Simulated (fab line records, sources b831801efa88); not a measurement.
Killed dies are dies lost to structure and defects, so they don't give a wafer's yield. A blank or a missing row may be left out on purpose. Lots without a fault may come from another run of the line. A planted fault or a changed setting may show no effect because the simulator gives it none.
A struck lot beside a sound one | flow sky130 | 15 steps out of a route of 708
Sound: wafers L932.1, L932.4, L932.6. Struck: wafer L946.3. (L946.4, L946.6 of the same lot were not struck and are left out.) The cause comes at the end.
At each step with rows: each side's tool, then ch and its chambers, then its first start. Under that, the readings that differ: sound wafers | struck wafers | difference of the means | sigmas: that difference in standard deviations of wafers without a fault.
alike: readings whose means differ by less than 2 such deviations, and words and numbers that are the same on both sides. not compared: withheld readings, readings that some wafer has no value for, bounds like >300 that may hide the same value, and numbers for which the record gives no deviation and whose values overlap.
The two part at a step that has a row with sigmas, a row that says differs or no value, or rows on one side only. Numbers that don't overlap but have no deviation are shown without sigmas and don't part them. A reading that every wafer of one side lacks parts them only if that side has two wafers or more.

first, 8 steps without rows for these wafers: SKY_FIELD_ISO_DEHYDRATE_05 (time 60 s); SKY_FIELD_ISO_HMDS_06 (prime time 60 s); SKY_FIELD_ISO_COAT_07 (resist thk 60 nm); SKY_FIELD_ISO_COAT_08 (resist thk 450 nm); SKY_FIELD_ISO_SOFTBAKE_09 (time 90 s); SKY_FIELD_ISO_EXPOSE_10 (exposes mask FOM, target cd 150 nm); SKY_FIELD_ISO_PEB_11; SKY_FIELD_ISO_DEVELOP_12 (develop time 60 s).
SKY_FIELD_ISO_CD_MEAS_13: target cd 150 nm.
  sound on cd_sem-01, day 3 02:07; struck on cd_sem-02, day 6 07:13
  alike: cd_nm
SKY_FIELD_ISO_ETCH_14: etches BARC in N2/H2, stops on SiO2, time 45.9 s, target depth 60 nm.
  sound on rie_diel-03 ch 1,3, day 3 02:14; struck on rie_diel-03 ch 1, day 6 07:18
  reading               | sound             | struck | difference | sigmas
  oes_product_au (a.u.) | 0.857 0.856 0.862 | 0.847  | -0.011     | -2
  alike: bias_w, drypump_motor_current_A, throttle_valve_pct
  not compared: rf_hours_counter_h
SKY_FIELD_ISO_ETCH_15: etches the open film in CHF3/O2, stops on Si, target depth 180 nm, time 72 s.
  sound on rie_diel-03 ch 1,3, day 3 02:17; struck on rie_diel-03 ch 1, day 6 07:20
  alike: bias_w, drypump_motor_current_A, oes_product_au, throttle_valve_pct
  not compared: rf_hours_counter_h
SKY_FIELD_ISO_STRIP_16: strips in O2/N2.
  sound on plasma_asher-02 ch 0,1, day 3 02:20; struck on plasma_asher-01 ch 1, day 6 07:26
  reading                      | sound          | struck | difference | sigmas
  drypump_motor_current_A (A)  | 5.41 5.43 5.56 | 6.06   | +0.59      | +2
  strip_time_to_endpoint_s (s) | 3.52 3.61 3.60 | 3.49   | -0.09      | -2
  alike: oes_product_au
  not compared: rf_hours_counter_h
SKY_FIELD_ISO_ETCH_17: etches Si in HBr/Cl2/O2, target depth 342 nm, time 97.7 s.
  sound on rie_si-02 ch 0,2,3, day 3 02:26; struck on rie_si-02 ch 1, day 6 07:30
  reading    | sound             | struck | difference | sigmas
  bias_w (W) | 150.2 149.6 150.2 | 164.9  | +14.9      | +32
  alike: HBr_flow_sccm, drypump_motor_current_A, oes_product_au, throttle_valve_pct
  not compared: rf_hours_counter_h
then, 2 steps without rows for these wafers: SKY_FIELD_ISO_WET_ETCH_18 (etches Si3N4 in H3PO4, target depth 25 nm, time 286 s); SKY_PAD_OPEN_PROBE_99.

WHERE THEY PART
First at SKY_FIELD_ISO_ETCH_14; last, within this record, at SKY_FIELD_ISO_ETCH_17.

WHY: what the simulator had put in
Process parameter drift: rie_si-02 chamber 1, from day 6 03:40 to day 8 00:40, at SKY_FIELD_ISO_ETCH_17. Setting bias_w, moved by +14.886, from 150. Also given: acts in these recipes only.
